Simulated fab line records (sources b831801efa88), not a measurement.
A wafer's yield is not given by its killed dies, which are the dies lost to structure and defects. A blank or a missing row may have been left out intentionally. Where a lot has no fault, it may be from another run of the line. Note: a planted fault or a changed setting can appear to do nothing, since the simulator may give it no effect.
Which tool was responsible? :: flow sky130 :: 36 wafers from 12 lots sampled at 5 of the route's 708 steps

## WHAT EACH GAUGE READ, for each wafer
SKY_FIELD_ISO_THK_MEAS_02.
lot: L957
measured: day 1 11:38
on: film_metro-02
FIELD_ISO_OXIDATION_00_THK (nm): 11.90 11.78 11.92

lot: L958
measured: day 1 16:38
on: film_metro-02
FIELD_ISO_OXIDATION_00_THK (nm): 11.90 11.92 11.92

lot: L959
measured: day 1 22:21
on: film_metro-04
FIELD_ISO_OXIDATION_00_THK (nm): 11.93 11.88 11.90

lot: L960
measured: day 2 03:56
on: film_metro-01
FIELD_ISO_OXIDATION_00_THK (nm): 11.55 11.66 11.42

lot: L961
measured: day 2 09:38
on: film_metro-04
FIELD_ISO_OXIDATION_00_THK (nm): 11.80 11.72 11.96

lot: L962
measured: day 2 19:26
on: film_metro-04
FIELD_ISO_OXIDATION_00_THK (nm): 11.91 12.08 11.92

lot: L963
measured: day 2 19:29
on: film_metro-04
FIELD_ISO_OXIDATION_00_THK (nm): 12.19 12.08 12.23

lot: L964
measured: day 3 05:21
on: film_metro-01
FIELD_ISO_OXIDATION_00_THK (nm): 12.23 12.11 12.39

lot: L965
measured: day 3 05:25
on: film_metro-01
FIELD_ISO_OXIDATION_00_THK (nm): 11.88 12.04 11.85

lot: L966
measured: day 3 11:17
on: film_metro-04
FIELD_ISO_OXIDATION_00_THK (nm): 10.15 10.08 10.08

lot: L967
measured: day 3 13:38
on: film_metro-04
FIELD_ISO_OXIDATION_00_THK (nm): 12.07 12.33 12.45

lot: L968
measured: day 3 20:28
on: film_metro-04
FIELD_ISO_OXIDATION_00_THK (nm): 9.96 10.06 10.10

SKY_NWELL_RS_MEAS_31: measures by four-point-probe.
lot: L957
measured: day 5 23:01
on: film_metro-02
PWDE_RS (ohm/sq): 5291 5285 5289

lot: L958
measured: day 6 06:14
on: film_metro-02
PWDE_RS (ohm/sq): 5284 5291 5291

lot: L959
measured: day 6 07:42
on: film_metro-02
PWDE_RS (ohm/sq): 5283 5277 5277

lot: L960
measured: day 6 10:55
on: film_metro-02
PWDE_RS (ohm/sq): 5279 5289 5274

lot: L961
measured: day 6 13:05
on: film_metro-03
PWDE_RS (ohm/sq): 5266 5282 5289

lot: L962
measured: day 6 19:08
on: film_metro-03
PWDE_RS (ohm/sq): 5290 5275 5269

lot: L963
measured: day 7 00:16
on: film_metro-03
PWDE_RS (ohm/sq): 5272 5290 5262

lot: L964
measured: day 7 09:18
on: film_metro-02
PWDE_RS (ohm/sq): 5291 5287 5300

lot: L965
measured: day 7 13:18
on: film_metro-02
PWDE_RS (ohm/sq): 5257 5266 5259

lot: L966
measured: day 7 14:40
on: film_metro-03
PWDE_RS (ohm/sq): 5311 5319 5304

lot: L967
measured: day 7 20:08
on: film_metro-02
PWDE_RS (ohm/sq): 5249 5253 5246

lot: L968
measured: day 8 02:18
on: film_metro-01
PWDE_RS (ohm/sq): 5285 5275 5277

SKY_VT_ADJUST_NCORE_CD_MEAS_07 targets a cd of 380 nm.
lot: L957
measured: day 9 04:07
on: cd_sem-02
cd_nm (nm): 382.8 381.7 380.3

lot: L958
measured: day 9 12:42
on: cd_sem-02
cd_nm (nm): 382.8 382.3 380.4

lot: L959
measured: day 9 14:12
on: cd_sem-02
cd_nm (nm): 385.8 383.7 384.9

lot: L960
measured: day 9 17:34
on: cd_sem-01
cd_nm (nm): 376.3 372.6 376.8

lot: L961
measured: day 9 19:23
on: cd_sem-01
cd_nm (nm): 381.2 384.8 385.1

lot: L962
measured: day 10 03:34
on: cd_sem-01
cd_nm (nm): 385.3 381.8 383.6

lot: L963
measured: day 10 08:11
on: cd_sem-02
cd_nm (nm): 378.3 380.5 379.8

lot: L964
measured: day 10 20:44
on: cd_sem-01
cd_nm (nm): 382.2 381.4 381.3

lot: L965
measured: day 11 00:39
on: cd_sem-02
cd_nm (nm): 378.6 380.1 378.3

lot: L966
measured: day 11 04:44
on: cd_sem-02
cd_nm (nm): 385.5 386.4 387.6

lot: L967
measured: day 11 09:11
on: cd_sem-02
cd_nm (nm): 380.4 380.9 382.3

lot: L968
measured: day 11 16:59
on: cd_sem-02
cd_nm (nm): 380.2 381.5 380.9

## WHAT TOOL EACH LOT RAN ON (gives the tool, then ch and the chambers of the sampled wafers, and finally the start)
lot: L957
SKY_FIELD_ISO_OXIDATION_01: furnace-02 ch 0, day 1 10:07
SKY_VT_ADJUST_HVTP_STRIP_10: plasma_asher-02 ch 0,1, day 6 17:57

lot: L958
SKY_FIELD_ISO_OXIDATION_01: furnace-01 ch 0, day 1 15:07
SKY_VT_ADJUST_HVTP_STRIP_10: plasma_asher-03 ch 0,1, day 7 01:41

lot: L959
SKY_FIELD_ISO_OXIDATION_01: furnace-01 ch 0, day 1 20:50
SKY_VT_ADJUST_HVTP_STRIP_10: plasma_asher-01 ch 0,1, day 7 02:58

lot: L960
SKY_FIELD_ISO_OXIDATION_01: furnace-01 ch 0, day 2 02:25
SKY_VT_ADJUST_HVTP_STRIP_10: plasma_asher-02 ch 0,1, day 7 05:40

lot: L961
SKY_FIELD_ISO_OXIDATION_01: furnace-01 ch 0, day 2 08:08
SKY_VT_ADJUST_HVTP_STRIP_10: plasma_asher-02 ch 0,1, day 7 07:43

lot: L962
SKY_FIELD_ISO_OXIDATION_01: furnace-01 ch 0, day 2 17:54
SKY_VT_ADJUST_HVTP_STRIP_10: plasma_asher-03 ch 0,1, day 7 13:47

lot: L963
SKY_FIELD_ISO_OXIDATION_01: furnace-01 ch 0, day 2 17:54
SKY_VT_ADJUST_HVTP_STRIP_10: plasma_asher-03 ch 0,1, day 7 18:59

lot: L964
SKY_FIELD_ISO_OXIDATION_01: furnace-01 ch 0, day 3 03:50
SKY_VT_ADJUST_HVTP_STRIP_10: plasma_asher-03 ch 0,1, day 8 04:38

lot: L965
SKY_FIELD_ISO_OXIDATION_01: furnace-01 ch 0, day 3 03:50
SKY_VT_ADJUST_HVTP_STRIP_10: plasma_asher-02 ch 0,1, day 8 07:58

lot: L966
SKY_FIELD_ISO_OXIDATION_01: furnace-01 ch 0, day 3 09:45
SKY_VT_ADJUST_HVTP_STRIP_10: plasma_asher-02 ch 0,1, day 8 10:32

lot: L967
SKY_FIELD_ISO_OXIDATION_01: furnace-02 ch 0, day 3 12:07
SKY_VT_ADJUST_HVTP_STRIP_10: plasma_asher-02 ch 0,1, day 8 16:13

lot: L968
SKY_FIELD_ISO_OXIDATION_01: furnace-01 ch 0, day 3 18:57
SKY_VT_ADJUST_HVTP_STRIP_10: plasma_asher-02 ch 0,1, day 8 22:33
- SKY_FIELD_ISO_OXIDATION_01: stabilise 600 s, purge 300 s, target thk 12 nm.
- SKY_VT_ADJUST_HVTP_STRIP_10: strips in O2/N2.

## AS READ BY THE TOOLS THEMSELVES (means over the sampled wafers that have a number; for cases with no such wafer, the mark the record gives instead)
SKY_FIELD_ISO_OXIDATION_01.
lot: L957
tool: furnace-02
spike_tc_top_C (C): 909.5
zone_power_bottom_pct (%): 24

lot: L958
tool: furnace-01
spike_tc_top_C (C): 907.7
zone_power_bottom_pct (%): 34

lot: L959
tool: furnace-01
spike_tc_top_C (C): 907.1
zone_power_bottom_pct (%): 34

lot: L960
tool: furnace-01
spike_tc_top_C (C): 907.3
zone_power_bottom_pct (%): 34

lot: L961
tool: furnace-01
spike_tc_top_C (C): 907.7
zone_power_bottom_pct (%): 34

lot: L962
tool: furnace-01
spike_tc_top_C (C): 908.1
zone_power_bottom_pct (%): 34

lot: L963
tool: furnace-01
spike_tc_top_C (C): 908.7
zone_power_bottom_pct (%): 34

lot: L964
tool: furnace-01
spike_tc_top_C (C): 908.8
zone_power_bottom_pct (%): 34

lot: L965
tool: furnace-01
spike_tc_top_C (C): 908.1
zone_power_bottom_pct (%): 34

lot: L966
tool: furnace-01
spike_tc_top_C (C): 907.9
zone_power_bottom_pct (%): 34

lot: L967
tool: furnace-02
spike_tc_top_C (C): 909.6
zone_power_bottom_pct (%): 24

lot: L968
tool: furnace-01
spike_tc_top_C (C): 907.6
zone_power_bottom_pct (%): 34

SKY_VT_ADJUST_HVTP_STRIP_10.
lot: L957
tool: plasma_asher-02
drypump_motor_current_A (A): 5.43
oes_product_au (a.u.): 0.714
strip_time_to_endpoint_s (s): 14.19

lot: L958
tool: plasma_asher-03
drypump_motor_current_A (A): 5.45
oes_product_au (a.u.): 0.713
strip_time_to_endpoint_s (s): 14.15

lot: L959
tool: plasma_asher-01
drypump_motor_current_A (A): 6.00
oes_product_au (a.u.): 0.717
strip_time_to_endpoint_s (s): 14.21

lot: L960
tool: plasma_asher-02
drypump_motor_current_A (A): 5.41
oes_product_au (a.u.): 0.712
strip_time_to_endpoint_s (s): 14.18

lot: L961
tool: plasma_asher-02
drypump_motor_current_A (A): 5.41
oes_product_au (a.u.): 0.714
strip_time_to_endpoint_s (s): 14.24

lot: L962
tool: plasma_asher-03
drypump_motor_current_A (A): 5.45
oes_product_au (a.u.): 0.714
strip_time_to_endpoint_s (s): 14.17

lot: L963
tool: plasma_asher-03
drypump_motor_current_A (A): 5.44
oes_product_au (a.u.): 0.717
strip_time_to_endpoint_s (s): 14.21

lot: L964
tool: plasma_asher-03
drypump_motor_current_A (A): 5.43
oes_product_au (a.u.): 0.719
strip_time_to_endpoint_s (s): 14.13

lot: L965
tool: plasma_asher-02
drypump_motor_current_A (A): 5.45
oes_product_au (a.u.): 0.715
strip_time_to_endpoint_s (s): 14.19

lot: L966
tool: plasma_asher-02
drypump_motor_current_A (A): 5.40
oes_product_au (a.u.): 0.714
strip_time_to_endpoint_s (s): 14.10

lot: L967
tool: plasma_asher-02
drypump_motor_current_A (A): 5.44
oes_product_au (a.u.): 0.717
strip_time_to_endpoint_s (s): 14.19

lot: L968
tool: plasma_asher-02
drypump_motor_current_A (A): 5.40
oes_product_au (a.u.): 0.719
strip_time_to_endpoint_s (s): 14.12

## THE ANSWER, worked out from the rows above alone
Rule: usual is defined by the lots themselves. The widest of any qualifying gaps counts: lots, ordered by their means at a reading, are off when they make up no more than a third of the lots, leave a main group of 4 or more, and stand apart from it by 3 or more times the standard deviation of that group's means. A main group is skipped when, at the precision printed for the reading in the tables above, its means are all equal. Also off: a lot with no number at a reading for which 4 or more lots have one. All remaining lots with rows at the step are treated as sound. Order of review: gauges by route order, followed by the tools' own readings, for which a lot's mean as printed above is used. At the first step where some lot is off, the reading lying furthest off is the one used; lots without a number count as furthest.
Off: L966, L968, at SKY_FIELD_ISO_THK_MEAS_02 (FIELD_ISO_OXIDATION_00_THK). Mean 11.96 nm and standard deviation 0.21 in the main group.
A tool fits if, at a process step before that reading, it ran every lot that is off, and no sound lot after the first of them. The gauges at SKY_FIELD_ISO_THK_MEAS_02 are tried like those tools. One candidate fits, namely furnace-01 at SKY_FIELD_ISO_OXIDATION_01. Its last sound lot is L964 (day 3 03:50), its first lot that is off L966 (day 3 09:45): a fault that began between those two fits.

## WHAT WAS PUT IN BY THE SIMULATOR
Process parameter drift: furnace-01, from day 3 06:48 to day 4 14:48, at SKY_FIELD_ISO_OXIDATION_01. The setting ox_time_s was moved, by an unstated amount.
Shown lots that were struck: L966, L968. The rule above reached the same finding.
